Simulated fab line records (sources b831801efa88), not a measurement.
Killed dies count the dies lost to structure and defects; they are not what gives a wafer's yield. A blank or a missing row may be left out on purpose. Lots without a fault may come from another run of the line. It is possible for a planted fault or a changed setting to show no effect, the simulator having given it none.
The tool behind it: which one? :: flow gf180mcu :: 13 lots with 39 wafers sampled at 3 steps, on a route of 602 steps

## WHAT THE GAUGES READ, wafer by wafer
GF_HV_LDD_OVL_MEAS_08. Usual: HV_LDD_OVL -1.3 nm, standard deviation 1.3.
lot: L506
measured: day 10 00:42
on: overlay-01
HV_LDD_OVL (nm): -1.6 -0.7 -0.2
flag: 

lot: L509
measured: day 10 22:03
on: overlay-01
HV_LDD_OVL (nm): -0.7 -0.4 -0.6
flag: 

lot: L510
measured: day 11 08:12
on: overlay-01
HV_LDD_OVL (nm): -1.4 -2.6 -1.4
flag: 

lot: L511
measured: day 11 18:23
on: overlay-02
HV_LDD_OVL (nm): -1.3 -0.5 -1.6
flag: 

lot: L512
measured: day 12 00:13
on: overlay-02
HV_LDD_OVL (nm): -2.1 0.2 -1.0
flag: 

lot: L513
measured: day 12 07:43
on: overlay-02
HV_LDD_OVL (nm): 0.1 -0.3 -0.6
flag: 

lot: L514
measured: day 13 00:49
on: overlay-02
HV_LDD_OVL (nm): 0.5 0.9 0.4
flag: 

lot: L515
measured: day 13 07:25
on: overlay-01
HV_LDD_OVL (nm): -3.0 1.2 -0.2
flag: 

lot: L522
measured: day 15 02:10
on: overlay-02
HV_LDD_OVL (nm): -0.2 -1.6 -1.7
flag: 

lot: L526
measured: day 16 03:36
on: overlay-01
HV_LDD_OVL (nm): -0.4 -0.5 -1.9
flag: 

lot: L527
measured: day 16 12:42
on: overlay-01
HV_LDD_OVL (nm): -1.2 0.3 0.1
flag: 

lot: L528
measured: day 16 16:41
on: overlay-01
HV_LDD_OVL (nm): 0.0 -0.9 -2.0
flag: 

lot: L529
measured: day 17 00:25
on: overlay-02
HV_LDD_OVL (nm): -2.6 -1.5 -1.6
flag: 

## TOOL THAT RAN EACH LOT (tool first, then ch and the chambers of the sampled wafers, then the start)
lot: L506
GF_VT_IMPLANT_COAT_02: litho-track-01 ch 0, day 5 08:22
GF_VT_IMPLANT_STRIP_09: plasma-asher-02 ch 0,1, day 5 15:44

lot: L509
GF_VT_IMPLANT_COAT_02: litho-track-04 ch 0, day 6 00:56
GF_VT_IMPLANT_STRIP_09: plasma-asher-04 ch 0,1, day 6 09:34

lot: L510
GF_VT_IMPLANT_COAT_02: litho-track-04 ch 0, day 6 06:56
GF_VT_IMPLANT_STRIP_09: plasma-asher-02 ch 0,1, day 6 14:40

lot: L511
GF_VT_IMPLANT_COAT_02: litho-track-04 ch 0, day 6 13:37
GF_VT_IMPLANT_STRIP_09: plasma-asher-02 ch 0,1, day 6 21:25

lot: L512
GF_VT_IMPLANT_COAT_02: litho-track-03 ch 0, day 6 19:55
GF_VT_IMPLANT_STRIP_09: plasma-asher-04 ch 0,1, day 7 04:01

lot: L513
GF_VT_IMPLANT_COAT_02: litho-track-04 ch 0, day 7 02:17
GF_VT_IMPLANT_STRIP_09: plasma-asher-01 ch 0,1, day 7 10:19

lot: L514
GF_VT_IMPLANT_COAT_02: litho-track-01 ch 0, day 7 14:34
GF_VT_IMPLANT_STRIP_09: plasma-asher-01 ch 0,1, day 7 23:04

lot: L515
GF_VT_IMPLANT_COAT_02: litho-track-04 ch 0, day 7 21:59
GF_VT_IMPLANT_STRIP_09: plasma-asher-04 ch 0,1, day 8 06:14

lot: L522
GF_VT_IMPLANT_COAT_02: litho-track-03 ch 0, day 9 09:17
GF_VT_IMPLANT_STRIP_09: plasma-asher-04 ch 0,1, day 9 18:10

lot: L526
GF_VT_IMPLANT_COAT_02: litho-track-01 ch 0, day 10 08:25
GF_VT_IMPLANT_STRIP_09: plasma-asher-02 ch 0,1, day 10 17:32

lot: L527
GF_VT_IMPLANT_COAT_02: litho-track-01 ch 0, day 10 14:29
GF_VT_IMPLANT_STRIP_09: plasma-asher-02 ch 0,1, day 10 23:41

lot: L528
GF_VT_IMPLANT_COAT_02: litho-track-01 ch 0, day 10 22:19
GF_VT_IMPLANT_STRIP_09: plasma-asher-02 ch 0,1, day 11 07:20

lot: L529
GF_VT_IMPLANT_COAT_02: litho-track-04 ch 0, day 11 03:32
GF_VT_IMPLANT_STRIP_09: plasma-asher-02 ch 0,1, day 11 12:46
- GF_VT_IMPLANT_COAT_02: resist thk 1000 nm.
- GF_VT_IMPLANT_STRIP_09: strips in O2/N2.

## AS READ BY THE TOOLS THEMSELVES (means over the sampled wafers that have a number; for cases with no such wafer, the mark the record gives instead)
GF_VT_IMPLANT_STRIP_09. Usual: drypump-motor-current-A 5.5 A, standard deviation 0.57; heater-power-w 323 W, standard deviation 23; o2-flow-sccm 2999 sccm, standard deviation 8.8; oes-product-au 0.716 a.u., standard deviation 0.0046; strip-time-to-endpoint-s 12.64 s, standard deviation 0.035.
lot: L506
tool: plasma-asher-02
drypump-motor-current-A (A): 5.5
heater-power-w (W): 331
o2-flow-sccm (sccm): 2992
oes-product-au (a.u.): 0.713
strip-time-to-endpoint-s (s): 12.60
flag: 

lot: L509
tool: plasma-asher-04
drypump-motor-current-A (A): 5.5
heater-power-w (W): 299
o2-flow-sccm (sccm): 2997
oes-product-au (a.u.): 0.717
strip-time-to-endpoint-s (s): 12.70
flag: 

lot: L510
tool: plasma-asher-02
drypump-motor-current-A (A): 5.5
heater-power-w (W): 335
o2-flow-sccm (sccm): 3002
oes-product-au (a.u.): 0.713
strip-time-to-endpoint-s (s): 12.66
flag: 

lot: L511
tool: plasma-asher-02
drypump-motor-current-A (A): 5.3
heater-power-w (W): 326
o2-flow-sccm (sccm): 3008
oes-product-au (a.u.): 0.720
strip-time-to-endpoint-s (s): 12.63
flag: 

lot: L512
tool: plasma-asher-04
drypump-motor-current-A (A): 6.0
heater-power-w (W): 320
o2-flow-sccm (sccm): 3004
oes-product-au (a.u.): 0.719
strip-time-to-endpoint-s (s): 12.66
flag: 

lot: L513
tool: plasma-asher-01
drypump-motor-current-A (A): 5.3
heater-power-w (W): 336
o2-flow-sccm (sccm): 3003
oes-product-au (a.u.): 0.711
strip-time-to-endpoint-s (s): 12.03
flag: OFF

lot: L514
tool: plasma-asher-01
drypump-motor-current-A (A): 5.7
heater-power-w (W): 342
o2-flow-sccm (sccm): 3006
oes-product-au (a.u.): 0.720
strip-time-to-endpoint-s (s): 12.61
flag: 

lot: L515
tool: plasma-asher-04
drypump-motor-current-A (A): 5.5
heater-power-w (W): 293
o2-flow-sccm (sccm): 3004
oes-product-au (a.u.): 0.718
strip-time-to-endpoint-s (s): 11.99
flag: OFF

lot: L522
tool: plasma-asher-04
drypump-motor-current-A (A): 6.0
heater-power-w (W): 320
o2-flow-sccm (sccm): 2996
oes-product-au (a.u.): 0.720
strip-time-to-endpoint-s (s): 12.64
flag: 

lot: L526
tool: plasma-asher-02
drypump-motor-current-A (A): 5.4
heater-power-w (W): 326
o2-flow-sccm (sccm): 2998
oes-product-au (a.u.): 0.716
strip-time-to-endpoint-s (s): 12.59
flag: 

lot: L527
tool: plasma-asher-02
drypump-motor-current-A (A): 5.3
heater-power-w (W): 320
o2-flow-sccm (sccm): 2995
oes-product-au (a.u.): 0.715
strip-time-to-endpoint-s (s): 12.60
flag: 

lot: L528
tool: plasma-asher-02
drypump-motor-current-A (A): 5.3
heater-power-w (W): 322
o2-flow-sccm (sccm): 3005
oes-product-au (a.u.): 0.714
strip-time-to-endpoint-s (s): 12.60
flag: 

lot: L529
tool: plasma-asher-02
drypump-motor-current-A (A): 5.3
heater-power-w (W): 324
o2-flow-sccm (sccm): 2997
oes-product-au (a.u.): 0.718
strip-time-to-endpoint-s (s): 12.60
flag: 

## THE ANSWER, worked out from the rows above alone
Rule: a lot is off if the mean of its wafers that have a number lies more than 3 standard deviations from the usual mean. Also off: a lot with no number at a reading for which 4 or more lots have one. All remaining lots with rows at the step are treated as sound. Order of review: gauges by route order, followed by the tools' own readings, for which a lot's mean as printed above is used. At the first step where some lot is off, the reading lying furthest off is the one used; lots without a number count as furthest.
Off: L513, L515, at GF_VT_IMPLANT_STRIP_09 (strip-time-to-endpoint-s).
If a tool, at that step or one of the process steps before it, ran each lot that is off and ran no sound lot following the first of them, it fits. No candidate that was tried fits.

## WHAT WAS PUT IN BY THE SIMULATOR
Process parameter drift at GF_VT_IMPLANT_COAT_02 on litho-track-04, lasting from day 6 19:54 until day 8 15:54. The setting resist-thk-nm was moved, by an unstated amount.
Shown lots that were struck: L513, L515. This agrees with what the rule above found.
